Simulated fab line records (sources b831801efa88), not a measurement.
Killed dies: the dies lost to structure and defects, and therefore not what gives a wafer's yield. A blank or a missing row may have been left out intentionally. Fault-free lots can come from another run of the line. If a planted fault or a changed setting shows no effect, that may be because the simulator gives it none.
What tool caused it? / flow sky130 / 13 lots with 39 wafers sampled at 4 steps, on a route of 708 steps

## WHAT THE GAUGES READ, wafer by wafer
SKY_LI_CONTACT_CD_MEAS_12: the cd target is 170 nm. Usual: cd nm reads 170.2 nm (standard deviation 1.5).
lot=L596; measured=day 29 14:41; on=cd sem-02; cd nm (nm)=168.7 167.9 169.7; flag=
lot=L598; measured=day 30 01:49; on=cd sem-02; cd nm (nm)=170.3 169.8 169.9; flag=
lot=L599; measured=day 30 12:56; on=cd sem-01; cd nm (nm)=169.3 169.5 169.6; flag=
lot=L600; measured=day 30 17:09; on=cd sem-01; cd nm (nm)=171.9 171.0 169.9; flag=
lot=L601; measured=day 31 02:10; on=cd sem-01; cd nm (nm)=172.8 172.3 170.7; flag=
lot=L603; measured=day 31 21:37; on=cd sem-02; cd nm (nm)=171.6 174.0 173.4; flag=
lot=L604; measured=day 32 07:58; on=cd sem-01; cd nm (nm)=171.9 170.3 171.1; flag=
lot=L605; measured=day 32 14:47; on=cd sem-01; cd nm (nm)=170.4 169.9 169.9; flag=
lot=L606; measured=day 33 00:04; on=cd sem-01; cd nm (nm)=169.8 172.0 171.0; flag=
lot=L608; measured=day 33 12:27; on=cd sem-02; cd nm (nm)=169.1 170.2 171.1; flag=
lot=L616; measured=day 36 07:34; on=cd sem-02; cd nm (nm)=167.8 168.4 168.5; flag=
lot=L617; measured=day 36 11:50; on=cd sem-01; cd nm (nm)=169.9 169.7 169.2; flag=
lot=L618; measured=day 36 16:18; on=cd sem-01; cd nm (nm)=170.2 170.8 171.8; flag=

SKY_LOCAL_INTERCONNECT_THK_MEAS_02: measures by xrf. Usual: LOCAL_INTERCONNECT_TIN_THK typically reads 100.8 nm, with standard deviation 1.1.
lot=L596; measured=day 29 16:11; on=film metro-03; LOCAL_INTERCONNECT_TIN_THK (nm)=99.4 98.7 98.5; flag=
lot=L598; measured=day 30 03:20; on=film metro-03; LOCAL_INTERCONNECT_TIN_THK (nm)=99.8 99.3 99.6; flag=
lot=L599; measured=day 30 14:26; on=film metro-03; LOCAL_INTERCONNECT_TIN_THK (nm)=101.4 101.3 101.2; flag=
lot=L600; measured=day 30 18:38; on=film metro-01; LOCAL_INTERCONNECT_TIN_THK (nm)=99.6 99.1 98.7; flag=
lot=L601; measured=day 31 03:41; on=film metro-04; LOCAL_INTERCONNECT_TIN_THK (nm)=101.2 100.6 101.7; flag=
lot=L603; measured=day 31 23:08; on=film metro-04; LOCAL_INTERCONNECT_TIN_THK (nm)=99.8 100.8 101.4; flag=
lot=L604; measured=day 32 09:46; on=film metro-01; LOCAL_INTERCONNECT_TIN_THK (nm)=102.1 101.3 102.0; flag=
lot=L605; measured=day 32 16:16; on=film metro-01; LOCAL_INTERCONNECT_TIN_THK (nm)=102.0 102.5 101.8; flag=
lot=L606; measured=day 33 01:55; on=film metro-01; LOCAL_INTERCONNECT_TIN_THK (nm)=101.7 100.9 102.1; flag=
lot=L608; measured=day 33 13:56; on=film metro-03; LOCAL_INTERCONNECT_TIN_THK (nm)=100.8 100.0 100.3; flag=
lot=L616; measured=day 36 09:03; on=film metro-04; LOCAL_INTERCONNECT_TIN_THK (nm)=99.9 102.3 101.0; flag=
lot=L617; measured=day 36 13:33; on=film metro-04; LOCAL_INTERCONNECT_TIN_THK (nm)=100.7 100.8 100.9; flag=
lot=L618; measured=day 36 17:53; on=film metro-03; LOCAL_INTERCONNECT_TIN_THK (nm)=101.6 101.0 101.2; flag=

## WHICH TOOL RAN EACH LOT (tool, then ch and the chambers of the sampled wafers, then the start)
lot=L596; SKY_LI_CONTACT_SPUTTER_19=pvd sputter-02, day 29 15:15; SKY_LI_CONTACT_CMP_24=cmp-01 ch 0,1,3, day 29 15:45
lot=L598; SKY_LI_CONTACT_SPUTTER_19=pvd sputter-01, day 30 02:25; SKY_LI_CONTACT_CMP_24=cmp-02 ch 2,3, day 30 02:52
lot=L599; SKY_LI_CONTACT_SPUTTER_19=pvd sputter-03, day 30 13:31; SKY_LI_CONTACT_CMP_24=cmp-01 ch 2,3, day 30 13:57
lot=L600; SKY_LI_CONTACT_SPUTTER_19=pvd sputter-03, day 30 17:43; SKY_LI_CONTACT_CMP_24=cmp-01 ch 2,3, day 30 18:12
lot=L601; SKY_LI_CONTACT_SPUTTER_19=pvd sputter-02, day 31 02:45; SKY_LI_CONTACT_CMP_24=cmp-01 ch 2,3, day 31 03:12
lot=L603; SKY_LI_CONTACT_SPUTTER_19=pvd sputter-01, day 31 22:13; SKY_LI_CONTACT_CMP_24=cmp-01 ch 1,2,3, day 31 22:40
lot=L604; SKY_LI_CONTACT_SPUTTER_19=pvd sputter-01, day 32 08:32; SKY_LI_CONTACT_CMP_24=cmp-01 ch 1,2,3, day 32 09:16
lot=L605; SKY_LI_CONTACT_SPUTTER_19=pvd sputter-03, day 32 15:19; SKY_LI_CONTACT_CMP_24=cmp-01 ch 0,1,3, day 32 15:46
lot=L606; SKY_LI_CONTACT_SPUTTER_19=pvd sputter-03, day 33 00:48; SKY_LI_CONTACT_CMP_24=cmp-01 ch 0,1,2, day 33 01:25
lot=L608; SKY_LI_CONTACT_SPUTTER_19=pvd sputter-01, day 33 13:01; SKY_LI_CONTACT_CMP_24=cmp-01 ch 1,3, day 33 13:27
lot=L616; SKY_LI_CONTACT_SPUTTER_19=pvd sputter-03, day 36 08:07; SKY_LI_CONTACT_CMP_24=cmp-02 ch 0,3, day 36 08:36
lot=L617; SKY_LI_CONTACT_SPUTTER_19=pvd sputter-03, day 36 12:38; SKY_LI_CONTACT_CMP_24=cmp-02 ch 2,3, day 36 13:04
lot=L618; SKY_LI_CONTACT_SPUTTER_19=pvd sputter-03, day 36 16:52; SKY_LI_CONTACT_CMP_24=cmp-02 ch 0,2,3, day 36 17:29
- SKY_LI_CONTACT_SPUTTER_19: material Ti, target thk 20 nm, time 106.37 s.
- SKY_LI_CONTACT_CMP_24: polishes, stops on PSG, t overpolish 20 s, target thk 0 nm.

## WHAT THE TOOLS THEMSELVES READ (means of the sampled wafers that have a number; where no wafer has one, the mark that the record gives instead)
SKY_LI_CONTACT_SPUTTER_19. Usual: throttle valve pct reads 29.9 % (standard deviation 1.1).
lot=L596; tool=pvd sputter-02; throttle valve pct (%)=30.0; flag=
lot=L598; tool=pvd sputter-01; throttle valve pct (%)=28.7; flag=
lot=L599; tool=pvd sputter-03; throttle valve pct (%)=30.4; flag=
lot=L600; tool=pvd sputter-03; throttle valve pct (%)=30.2; flag=
lot=L601; tool=pvd sputter-02; throttle valve pct (%)=29.9; flag=
lot=L603; tool=pvd sputter-01; throttle valve pct (%)=29.4; flag=
lot=L604; tool=pvd sputter-01; throttle valve pct (%)=28.6; flag=
lot=L605; tool=pvd sputter-03; throttle valve pct (%)=30.8; flag=
lot=L606; tool=pvd sputter-03; throttle valve pct (%)=30.3; flag=
lot=L608; tool=pvd sputter-01; throttle valve pct (%)=29.5; flag=
lot=L616; tool=pvd sputter-03; throttle valve pct (%)=30.1; flag=
lot=L617; tool=pvd sputter-03; throttle valve pct (%)=31.0; flag=
lot=L618; tool=pvd sputter-03; throttle valve pct (%)=30.6; flag=

SKY_LI_CONTACT_CMP_24. Usual: motor current A 11.4 A, standard deviation 1.1; overpolish run s 20.000 s, standard deviation 0.0095; time to endpoint s 97.1 s, standard deviation 2.9.
lot=L596; tool=cmp-01; motor current A (A)=11.1; overpolish run s (s)=20.000; time to endpoint s (s)=99.0; flag=
lot=L598; tool=cmp-02; motor current A (A)=11.7; overpolish run s (s)=20.009; time to endpoint s (s)=95.3; flag=
lot=L599; tool=cmp-01; motor current A (A)=10.2; overpolish run s (s)=20.005; time to endpoint s (s)=94.6; flag=
lot=L600; tool=cmp-01; motor current A (A)=10.4; overpolish run s (s)=19.996; time to endpoint s (s)=98.3; flag=
lot=L601; tool=cmp-01; motor current A (A)=10.4; overpolish run s (s)=20.007; time to endpoint s (s)=95.4; flag=
lot=L603; tool=cmp-01; motor current A (A)=10.6; overpolish run s (s)=20.001; time to endpoint s (s)=98.0; flag=
lot=L604; tool=cmp-01; motor current A (A)=10.4; overpolish run s (s)=19.989; time to endpoint s (s)=98.5; flag=
lot=L605; tool=cmp-01; motor current A (A)=11.4; overpolish run s (s)=19.998; time to endpoint s (s)=95.7; flag=
lot=L606; tool=cmp-01; motor current A (A)=11.2; overpolish run s (s)=16.404; time to endpoint s (s)=95.0; flag=OFF
lot=L608; tool=cmp-01; motor current A (A)=10.5; overpolish run s (s)=12.812; time to endpoint s (s)=98.8; flag=OFF
lot=L616; tool=cmp-02; motor current A (A)=11.5; overpolish run s (s)=19.993; time to endpoint s (s)=99.5; flag=
lot=L617; tool=cmp-02; motor current A (A)=12.3; overpolish run s (s)=20.000; time to endpoint s (s)=100.3; flag=
lot=L618; tool=cmp-02; motor current A (A)=12.4; overpolish run s (s)=20.009; time to endpoint s (s)=98.1; flag=

## THE ANSWER, worked out from the rows above alone
Rule: a lot is off if the mean of its wafers that have a number lies more than 3 standard deviations from the usual mean. A lot without any number at a reading at which 4 lots or more have one is off too. All remaining lots with rows at the step are treated as sound. The gauges are gone through in route order, then the tools' own readings, and for those a lot's mean is taken as printed above. At the first step where some lot is off, the reading lying furthest off is the one used; lots without a number count as furthest.
Off at SKY_LI_CONTACT_CMP_24 (overpolish run s): L606, L608.
A tool fits if, at that step or a process step before it, it ran every lot that is off, and no sound lot after the first of them. One fits: SKY_LI_CONTACT_CMP_24 on cmp-01. Its last sound lot is L605 (day 32 15:46), its first lot that is off L606 (day 33 01:25): a fault that began between those two fits.
On the lots that are off, the tool's own readings at SKY_LI_CONTACT_CMP_24 differ by more than 5 times the standard deviation of the sound lots' means, which bears it out; overpolish run s reads 14.608 s there versus 20.001 s on the sound lots.

## WHAT WAS PUT IN BY THE SIMULATOR
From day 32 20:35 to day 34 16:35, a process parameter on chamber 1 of cmp-01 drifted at SKY_LI_CONTACT_CMP_24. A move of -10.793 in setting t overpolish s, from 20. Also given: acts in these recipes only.
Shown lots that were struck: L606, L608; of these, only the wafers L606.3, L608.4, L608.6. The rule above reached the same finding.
